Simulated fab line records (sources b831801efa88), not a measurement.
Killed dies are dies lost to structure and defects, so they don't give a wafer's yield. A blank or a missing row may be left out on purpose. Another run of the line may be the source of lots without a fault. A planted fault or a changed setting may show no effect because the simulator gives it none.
Which of the tools did it? | flow sky130 | 13 lots with 39 wafers sampled at 4 steps, on a route of 708 steps

WHAT THE GAUGES READ, wafer by wafer
SKY_CONTACT_CD_MEAS_14: the cd target is 170 nm. Usual: 170.3 nm for cd nm, sd 1.6.
lot  | measured     | on        | cd nm (nm)        | flag
L327 | day 31 05:05 | cd sem-01 | 164.7 166.1 166.3 |
L326 | day 31 08:04 | cd sem-02 | 169.4 169.3 168.9 |
L329 | day 32 19:12 | cd sem-02 | 170.3 170.0 171.6 |
L330 | day 33 02:46 | cd sem-01 | 169.7 170.1 168.7 |
L332 | day 33 13:54 | cd sem-01 | 170.6 170.7 171.3 |
L331 | day 33 14:28 | cd sem-02 | 169.1 168.5 168.9 |
L334 | day 34 00:39 | cd sem-01 | 173.0 170.6 172.5 |
L335 | day 34 12:16 | cd sem-01 | 170.0 169.9 168.8 |
L337 | day 35 02:01 | cd sem-01 | 173.8 172.7 171.9 |
L343 | day 36 18:18 | cd sem-01 | 170.5 169.6 169.5 |
L347 | day 38 13:32 | cd sem-01 | 171.1 170.3 171.2 |
L348 | day 38 14:21 | cd sem-01 | 169.1 168.9 169.5 |
L349 | day 38 20:34 | cd sem-01 | 172.3 170.4 172.5 |

SKY_VIA1_CD_MEAS_12: the cd target is 150 nm. Usual: 149.6 nm for cd nm, sd 1.4.
lot  | measured     | on        | cd nm (nm)        | flag
L327 | day 33 13:47 | cd sem-01 | 149.2 148.3 149.2 |
L326 | day 33 17:31 | cd sem-02 | 150.8 149.3 150.0 |
L329 | day 35 02:39 | cd sem-01 | 148.7 148.9 147.9 |
L330 | day 35 11:03 | cd sem-02 | 151.9 151.2 151.3 |
L332 | day 35 21:20 | cd sem-01 | 153.7 150.6 153.9 |
L331 | day 35 22:00 | cd sem-01 | 149.7 151.4 150.2 |
L334 | day 36 07:52 | cd sem-02 | 151.4 150.9 151.6 |
L335 | day 36 19:45 | cd sem-02 | 149.0 151.0 151.0 |
L337 | day 37 09:18 | cd sem-02 | 149.2 150.0 148.7 |
L343 | day 39 00:31 | cd sem-02 | 149.9 151.2 149.0 |
L347 | day 40 18:04 | cd sem-02 | 150.1 148.2 150.4 |
L348 | day 40 19:12 | cd sem-01 | 148.8 149.5 151.3 |
L349 | day 41 01:29 | cd sem-01 | 150.9 150.5 150.5 |

EACH LOT AND THE TOOL THAT RAN IT (in order: tool; ch and the chambers of the sampled wafers; start)
lot  | SKY_CONTACT_CMP_04            | SKY_VIA1_CMP_02
L327 | cmp-01 ch 0,1,2, day 30 01:27 | cmp-02 ch 0,1,3, day 32 10:58
L326 | cmp-02 ch 2,3, day 30 03:52   | cmp-02 ch 0,3, day 32 14:22
L329 | cmp-02 ch 0,2,3, day 31 16:02 | cmp-02 ch 0,2,3, day 33 23:51
L330 | cmp-02 ch 1,3, day 31 23:28   | cmp-01 ch 1,2, day 34 08:21
L332 | cmp-02 ch 0,2,3, day 32 10:32 | cmp-01 ch 1,2,3, day 34 18:46
L331 | cmp-01 ch 0,1,3, day 32 11:35 | cmp-02 ch 0,1,2, day 34 20:03
L334 | cmp-02 ch 0,2,3, day 32 21:52 | cmp-01 ch 1,2,3, day 35 04:50
L335 | cmp-02 ch 2,3, day 33 09:26   | cmp-01 ch 0,1,2, day 35 17:35
L337 | cmp-02 ch 0,1,3, day 33 22:52 | cmp-01 ch 0,1,3, day 36 07:19
L343 | cmp-01 ch 0,1,3, day 35 15:53 | cmp-02 ch 0,3, day 37 23:50
L347 | cmp-02 ch 1,2, day 37 11:57   | cmp-01 ch 1,2,3, day 39 16:44
L348 | cmp-01 ch 0,1,2, day 37 12:56 | cmp-02 ch 0,1,2, day 39 17:55
L349 | cmp-01 ch 1,3, day 37 19:01   | cmp-01 ch 0,1, day 40 00:17
- SKY_CONTACT_CMP_04: polishes SiO2.
- SKY_VIA1_CMP_02: polishes SiO2.

WHAT THE TOOLS THEMSELVES READ (means of the sampled wafers that have a number; where no wafer has one, the mark that the record gives instead)
SKY_CONTACT_CMP_04. Usual: motor current A 12.4 A, standard deviation 1.7; time to endpoint s 83 s, standard deviation 5.3.
lot  | tool   | motor current A (A) | time to endpoint s (s) | flag
L327 | cmp-01 | 12.4                | 84                     |
L326 | cmp-02 | 14.4                | 77                     |
L329 | cmp-02 | 12.7                | 87                     |
L330 | cmp-02 | 13.2                | 84                     |
L332 | cmp-02 | 13.1                | 88                     |
L331 | cmp-01 | 12.6                | 86                     |
L334 | cmp-02 | 12.7                | 89                     |
L335 | cmp-02 | 14.1                | 84                     |
L337 | cmp-02 | 11.3                | 88                     |
L343 | cmp-01 | 13.1                | 79                     |
L347 | cmp-02 | 10.2                | 93                     |
L348 | cmp-01 | 12.3                | 76                     |
L349 | cmp-01 | 12.7                | 80                     |

SKY_VIA1_CMP_02. Usual: 12.1 A for motor current A, sd 1.8.
lot  | tool   | motor current A (A) | flag
L327 | cmp-02 | 12.0                |
L326 | cmp-02 | 13.9                |
L329 | cmp-02 | 12.8                |
L330 | cmp-01 | 12.0                |
L332 | cmp-01 | 12.1                |
L331 | cmp-02 | 10.8                |
L334 | cmp-01 | 12.1                |
L335 | cmp-01 | 12.5                |
L337 | cmp-01 | 12.9                |
L343 | cmp-02 | 12.2                |
L347 | cmp-01 | 12.3                |
L348 | cmp-02 | 10.7                |
L349 | cmp-01 | 12.4                |

THE ANSWER, worked out from the rows above alone
Rule: lot off if the mean of its wafers having a number is beyond 3 standard deviations from the usual mean. Also off: a lot with no number at a reading for which 4 or more lots have one. All remaining lots with rows at the step are treated as sound. After the gauges, taken in route order, come the tools' own readings; for these a lot's mean is taken, as printed above. At the first step where some lot is off, the reading lying furthest off is the one used; lots without a number count as furthest.
No lot is off on any of the readings shown, so nothing can be concluded from this.

WHAT THE SIMULATOR PUT IN
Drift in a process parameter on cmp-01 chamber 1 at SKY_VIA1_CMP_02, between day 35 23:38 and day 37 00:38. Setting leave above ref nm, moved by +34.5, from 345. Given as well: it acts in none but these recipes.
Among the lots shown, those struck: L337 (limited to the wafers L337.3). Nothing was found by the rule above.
